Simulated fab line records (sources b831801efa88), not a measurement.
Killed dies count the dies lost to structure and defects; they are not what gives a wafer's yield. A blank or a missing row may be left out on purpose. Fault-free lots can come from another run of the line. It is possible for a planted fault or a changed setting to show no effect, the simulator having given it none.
Split-lot study + flow gf180mcu + route with 602 steps; 5 lots, 23 wafers read

## THE SPLIT ITSELF
At GF_M2_EXPOSE_11 (exposes mask Metal2, target cd 280 nm), the setting dose mj was moved away from the recipe's 28 on 8 of the 23 wafers read, by -7.3% to -4.1%. All remaining wafers had this setting at the recipe value.

## FROM THE SPLIT TO THE READING: what the file shows between them, 2 steps
- GF_M2_PEB_12: peb time 90 s
- GF_M2_DEVELOP_13: develop time 60 s

## THE READING
cd nm (nm) at GF_M2_CD_MEAS_14, where the cd target is 280 nm. Fault-free wafers of this fab line usually give 280.4 nm, standard deviation 1.5 nm.

| wafer  | tool, chamber at the split | dose mj as run | against the recipe | cd nm, nm | against lot-mates on the recipe |
|--------|----------------------------|----------------|--------------------|-----------|---------------------------------|
| L076.1 | krf scanner-01, 0          | 26.09          | -6.8%              | 292.8     | +10.3                           |
| L076.2 | krf scanner-01, 0          | 26.09          | -6.8%              | 293.1     | +10.6                           |
| L076.3 | krf scanner-01, 0          | 26.09          | -6.8%              | 293.7     | +11.2                           |
| L076.5 | krf scanner-01, 0          | 28             | recipe             | 281.7     | -                               |
| L076.6 | krf scanner-01, 0          | 28             | recipe             | 283.3     | -                               |
| L078.1 | krf scanner-02, 0          | 28             | recipe             | 279.1     | -                               |
| L078.2 | krf scanner-02, 0          | 28             | recipe             | 279.5     | -                               |
| L078.3 | krf scanner-02, 0          | 28             | recipe             | 278.8     | -                               |
| L078.4 | krf scanner-02, 0          | 26.84          | -4.1%              | 285.0     | +5.9                            |
| L078.6 | krf scanner-02, 0          | 26.84          | -4.1%              | 284.9     | +5.8                            |
| L081.1 | krf scanner-01, 0          | 28             | recipe             | 280.9     | -                               |
| L081.2 | krf scanner-01, 0          | 28             | recipe             | 281.2     | -                               |
| L081.3 | krf scanner-01, 0          | 28             | recipe             | 282.2     | -                               |
| L081.4 | krf scanner-01, 0          | 28             | recipe             | 280.8     | -                               |
| L081.6 | krf scanner-01, 0          | 28             | recipe             | 281.7     | -                               |
| L080.1 | krf scanner-02, 0          | 28             | recipe             | 281.6     | -                               |
| L080.3 | krf scanner-02, 0          | 28             | recipe             | 280.3     | -                               |
| L080.5 | krf scanner-02, 0          | 28             | recipe             | 280.2     | -                               |
| L085.1 | krf scanner-02, 0          | 25.95          | -7.3%              | 292.4     | +10.5                           |
| L085.2 | krf scanner-02, 0          | 25.95          | -7.3%              | 293.2     | +11.3                           |
| L085.3 | krf scanner-02, 0          | 25.95          | -7.3%              | 293.2     | +11.3                           |
| L085.5 | krf scanner-02, 0          | 28             | recipe             | 281.5     | -                               |
| L085.6 | krf scanner-02, 0          | 28             | recipe             | 282.2     | -                               |

THE FIT
A straight line over all 23 wafers: cd nm changes by -1.65 nm for each +1% of dose mj; r = -0.97; the points scatter about the line by 1.4 nm.
The same after taking each lot's own level away (the mean of its wafers on the recipe; 23 wafers): -1.53 nm for each +1%; r = -0.99; scatter 0.53 nm.
That fit puts the effect of the largest move of dose mj on the reading at 11 nm.
From 279.13 to 282.50 nm: that is the span of the lots' own levels, equal to 2.2 times the standard deviation above.
Consequently the slope shifts little with the lot-to-lot level, the two slopes agreeing.
Check: with one of the wafers moved furthest among these (-7.3%) left out of the fit, the line predicts +11.3 nm for it against its lot-mates. It came out at +10.5 nm against them.

## FURTHER SPLITS ON THESE WAFERS
Note: prior to the reading, these wafers also went through further splits. Each is held against what the fit with the lots' levels taken away leaves over:
| other split on the same wafers | wafers away from the commonest value | r with cd nm (lot level and that fit taken away) |
|--------------------------------|--------------------------------------|--------------------------------------------------|
| GF_M1_METAL_ETCH_16 time s     | 11                                   | +0.00                                            |
| GF_V1_CVD_02 time s            | 8                                    | -0.01                                            |
| GF_M2_SPUTTER_03 power w       | 11                                   | +0.27                                            |

## THE WHOLE CHAIN: every reading that the file lists as answering this split, in the file's order
| step             | what it does      | reading                                                   | change (the file's fit)              | r (the file's) |
|------------------|-------------------|-----------------------------------------------------------|--------------------------------------|----------------|
| GF_M2_DEVELOP_13 | develop time 60 s | M2.cd nm (the simulator's own value, which no gauge read) | -1.5 nm for each +1% of the setting  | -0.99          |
| GF_M2_CD_MEAS_14 | target cd 280 nm  | cd nm                                                     | -1.52 nm for each +1% of the setting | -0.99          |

## THE FILE'S OWN FIT
cd nm changes by -1.52 nm for each +1% of dose mj, r = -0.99.
